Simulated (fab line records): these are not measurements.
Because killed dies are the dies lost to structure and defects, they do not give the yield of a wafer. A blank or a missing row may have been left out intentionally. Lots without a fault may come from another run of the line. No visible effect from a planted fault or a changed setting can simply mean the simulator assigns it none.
Which tool is to blame?    flow gf180mcu    42 wafers from 14 lots sampled at 4 of the route's 602 steps

== WHAT EACH GAUGE READ, for each wafer ==
GF_HV_LDD_OVL_MEAS_20. Usual: HV_LDD_01_OVL gives -0.8 nm (standard deviation 1.4).
lot   measured      on          HV_LDD_01_OVL (nm)  flag
L822  day 12 01:24  overlay-02  -0.1 -0.8 0.6       
L823  day 12 14:38  overlay-02  0.2 -0.4 -1.9       
L824  day 12 19:41  overlay-01  1.8 0.6 0.7         
L827  day 13 19:23  overlay-01  -1.3 -1.3 -2.7      
L828  day 14 00:17  overlay-01  -1.5 -0.4 -0.9      
L829  day 14 04:59  overlay-01  -1.2 -0.8 -0.5      
L830  day 14 18:29  overlay-02  0.9 0.5 -0.4        
L835  day 16 03:32  overlay-02  -0.5 0.6 -0.5       
L837  day 16 19:47  overlay-02  42.4 40.5 41.5      OFF
L838  day 17 02:44  overlay-02  -4.0 -1.6 -2.0      
L839  day 17 15:53  overlay-01  41.7 41.6 42.3      OFF
L840  day 17 17:12  overlay-02  -2.9 -2.2 -4.1      
L842  day 18 07:32  overlay-01  -3.8 -2.1 -2.0      
L845  day 19 05:41  overlay-01  -0.4 -2.4 -0.2      

GF_CONTACT_RS_MEAS_25: measures by four-point-probe. Usual: CONTACT_W_RS gives 0.382 ohm/sq (standard deviation 0.0048).
lot   measured      on             CONTACT_W_RS (ohm/sq)  flag
L822  day 17 23:52  film metro-04  0.388 0.381 0.384      
L823  day 18 12:59  film metro-04  0.381 0.380 0.387      
L824  day 18 19:33  film metro-03  0.382 0.377 0.377      
L827  day 19 22:29  film metro-02  0.380 0.388 0.378      
L828  day 20 03:25  film metro-04  0.378 0.383 0.380      
L829  day 20 10:29  film metro-03  0.381 0.381 0.376      
L830  day 21 02:03  film metro-03  0.378 0.381 0.377      
L835  day 22 15:19  film metro-03  0.387 0.384 0.391      
L837  day 23 07:33  film metro-04  0.387 0.379 0.380      
L838  day 23 13:47  film metro-04  0.383 0.390 0.386      
L839  day 24 02:38  film metro-03  0.384 0.384 0.374      
L840  day 24 04:06  film metro-03  0.378 0.390 0.381      
L842  day 24 17:41  film metro-02  0.377 0.376 0.384      
L845  day 25 15:34  film metro-02  0.379 0.379 0.379      

GF_M1_THK_MEAS_06: measures by xrf. Usual: M1_ALCU_THK gives 449 nm (standard deviation 5.2).
lot   measured      on             M1_ALCU_THK (nm)  flag
L822  day 18 00:40  film metro-03  450 446 443       
L823  day 18 13:48  film metro-04  443 446 445       
L824  day 18 20:23  film metro-04  446 446 447       
L827  day 19 23:18  film metro-03  448 451 443       
L828  day 20 04:14  film metro-03  454 450 457       
L829  day 20 11:19  film metro-04  447 448 446       
L830  day 21 02:52  film metro-04  445 445 442       
L835  day 22 16:07  film metro-04  450 452 449       
L837  day 23 08:22  film metro-04  439 447 442       
L838  day 23 14:36  film metro-03  443 447 449       
L839  day 24 03:27  film metro-01  450 445 454       
L840  day 24 04:53  film metro-01  450 457 447       
L842  day 24 18:30  film metro-03  454 457 457       
L845  day 25 16:23  film metro-01  454 451 450       

== EACH LOT AND THE TOOL THAT RAN IT (in order: tool; ch and the chambers of the sampled wafers; start) ==
lot   GF_HV_LDD_EXPOSE_16
L822  iline stepper-01 ch 0, day 11 14:47
L823  iline stepper-02 ch 0, day 12 04:02
L824  iline stepper-01 ch 0, day 12 08:41
L827  iline stepper-02 ch 0, day 13 08:34
L828  iline stepper-02 ch 0, day 13 14:08
L829  iline stepper-02 ch 0, day 13 18:37
L830  iline stepper-02 ch 0, day 14 07:29
L835  iline stepper-01 ch 0, day 15 16:22
L837  iline stepper-01 ch 0, day 16 08:10
L838  iline stepper-02 ch 0, day 16 15:14
L839  iline stepper-01 ch 0, day 17 04:08
L840  iline stepper-02 ch 0, day 17 05:36
L842  iline stepper-02 ch 0, day 17 19:13
L845  iline stepper-02 ch 0, day 18 17:44
- GF_HV_LDD_EXPOSE_16: exposes mask Pplus LV AREA, target cd 400 nm.

== WHAT THE TOOLS THEMSELVES READ (means of the sampled wafers that have a number; where no wafer has one, the mark that the record gives instead) ==
The record holds no such reading with a usual standard deviation.

== THE ANSWER, worked out from the rows above alone ==
Rule: a lot is off if the mean of its wafers that have a number lies more than 3 standard deviations from the usual mean. Also off: a lot with no number at a reading for which 4 or more lots have one. Where the step has rows for the other lots, those lots are counted as sound. After the gauges, taken in route order, come the tools' own readings; for these a lot's mean is taken, as printed above. The first step at which some lot is off is used, and at that step the reading that is off furthest; a lot without a number counts as furthest.
Off: L837, L839, seen at GF_HV_LDD_OVL_MEAS_20 (HV_LDD_01_OVL).
A tool fits if, at a process step before that reading, it ran every lot that is off, and no sound lot after the first of them. Gauges at GF_HV_LDD_OVL_MEAS_20: tried the same way as those tools. One fits: iline stepper-01 at GF_HV_LDD_EXPOSE_16. A fault onset in the window from L835 (day 15 16:22, its last sound lot) to L837 (day 16 08:10, its first lot off) fits.

== WHAT WAS PUT IN BY THE SIMULATOR ==
Scanner matching overlay: iline stepper-01, from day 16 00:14 on, at GF_HV_LDD_EXPOSE_16. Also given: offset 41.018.
Lots struck among those shown: L837, L839. Same finding as the rule above.
